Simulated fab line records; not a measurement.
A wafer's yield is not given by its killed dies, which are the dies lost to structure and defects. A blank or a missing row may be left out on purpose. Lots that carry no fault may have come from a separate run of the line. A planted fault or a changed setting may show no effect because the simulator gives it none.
A struck lot beside a sound one :: flow sky130 :: 16 out of 708 route steps
Sound: the wafers L611.1, L611.3, L611.6. Struck: wafer L618.6 (left out: L618.5, a lot-mate that was not struck); the cause follows at the end.
For every step that has rows: the tool of each side, followed by ch and its chambers, followed by its first start. Under that, the readings that differ: sound wafers :: struck wafers :: difference of the means :: sigmas: that difference in standard deviations of wafers without a fault.
alike: words and numbers the same on both sides, and readings whose means are apart by under 2 such deviations; not compared: readings that were withheld, readings missing a value for some wafer, numbers with overlapping values and no deviation given by the record, and bounds like >300 which may hide the same value.
A row with sigmas, a row that says differs or no value, or rows on one side alone: a step with any of these is where the two part. Numbers that don't overlap but have no deviation are shown without sigmas and don't part them. A reading missing from all wafers of one side parts the sides only when that side holds two or more wafers.

first, 2 steps without rows for these wafers: SKY_METAL4_PEB_11; SKY_METAL4_DEVELOP_12 (develop time 60 s).
SKY_METAL4_CD_MEAS_13: the cd target is 300 nm.
  struck on cd sem-01, day 43 20:37; sound on cd sem-01, day 42 05:44
reading: cd nm (nm)
sound: 301.8 301.8 300.7
struck: 297.5
difference: -3.9
sigmas: -2
SKY_METAL4_OVL_MEAS_14:
  struck on overlay-01, day 43 20:41; sound on overlay-02, day 42 05:51
reading: METAL4_OVL (nm)
sound: 16 13 11
struck: -2
difference: -15
sigmas: -3
SKY_METAL4_DESCUM_15: chemistry O2, time 8 s.
  sound on rie metal-02 ch 0,1, day 42 05:53; struck on rie metal-01 ch 0, day 43 20:43
reading: drypump motor current A (A)
sound: 6.0 6.3 6.0
struck: 4.9
difference: -1.2
sigmas: -3
  alike: chamber pressure mTorr, oes product au
  not compared: rf hours counter h
SKY_METAL4_ETCH_16: etches BARC in N2/H2, stops on SiO2, time 88.2 s, target depth 60 nm.
  sound on rie metal-02 ch 0,1, day 42 05:55; struck on rie metal-01 ch 0, day 43 20:47
reading: drypump motor current A (A)
sound: 6.0 6.4 6.0
struck: 4.8
difference: -1.3
sigmas: -3
  alike: chamber pressure mTorr, oes product au, throttle valve pct
  not compared: rf hours counter h
SKY_METAL4_ETCH_17: etches SiO2 in C4F8/O2/Ar, stops on TiN, time 3.9 s, target depth 15 nm.
  sound on rie diel-01 ch 2,3, day 42 06:01; struck on rie diel-01 ch 1, day 43 20:50
reading: chamber pressure mTorr (mTorr)
sound: 40.03 40.06 40.04
struck: 39.96
difference: -0.08
sigmas: -2
  alike: oes product au
  not compared: rf hours counter h
SKY_METAL4_METAL_ETCH_18: etches the open film in Cl2/BCl3, stops on SiO2, target depth 845 nm, time 183.1 s.
  sound on rie metal-03 ch 0,1, day 42 06:02; struck on rie metal-02 ch 0, day 43 20:58
  alike: chamber pressure mTorr, drypump motor current A, oes product au, throttle valve pct
  not compared: rf hours counter h
SKY_METAL4_STRIP_19: strips in O2/N2.
  sound on plasma asher-04 ch 1, day 42 06:13; struck on plasma asher-02 ch 0, day 43 21:05
  alike: chamber pressure mTorr, drypump motor current A, oes product au, strip time to endpoint s
  not compared: rf hours counter h
then, 3 steps without rows for these wafers: SKY_METAL4_STRIP_20 (strips in post etch residue remover, time 1200 s); SKY_METAL4_CLEAN_21 (cleans in IPA, time 180 s); SKY_METAL4_CLEAN_22 (cleans in O3/DIW).
SKY_VIA4_HDPCVD_00: deposits SiO2, target thk 1750 nm, time 291.7 s.
  sound on hdpcvd-01 ch 0,1, day 42 06:48; struck on hdpcvd-01 ch 0, day 43 21:43
reading: run length s (s)
sound: 318.4 320.1 319.6
struck: 345.7
difference: +26.3
sigmas: +35

reading: model.SiO2_of_VIA4_HDPCVD_00.thk nm (nm)
sound: 1764 1743 1740
struck: 1925
difference: +176
sigmas: 
SKY_VIA4_THK_MEAS_01:
  struck on film metro-03, day 43 21:50; sound on film metro-02, day 42 06:59
reading: VIA4_HDPCVD_THK (nm)
sound: 1763 1743 1741
struck: 1925
difference: +176
sigmas: +12
then, 2 steps without rows for these wafers: SKY_VIA4_CMP_02 (polishes SiO2); SKY_PAD_OPEN_PROBE_99.

WHERE THEY PART
At SKY_METAL4_CD_MEAS_13 first; at SKY_VIA4_THK_MEAS_01 last (within this record only).

WHY: what had been put in by the simulator
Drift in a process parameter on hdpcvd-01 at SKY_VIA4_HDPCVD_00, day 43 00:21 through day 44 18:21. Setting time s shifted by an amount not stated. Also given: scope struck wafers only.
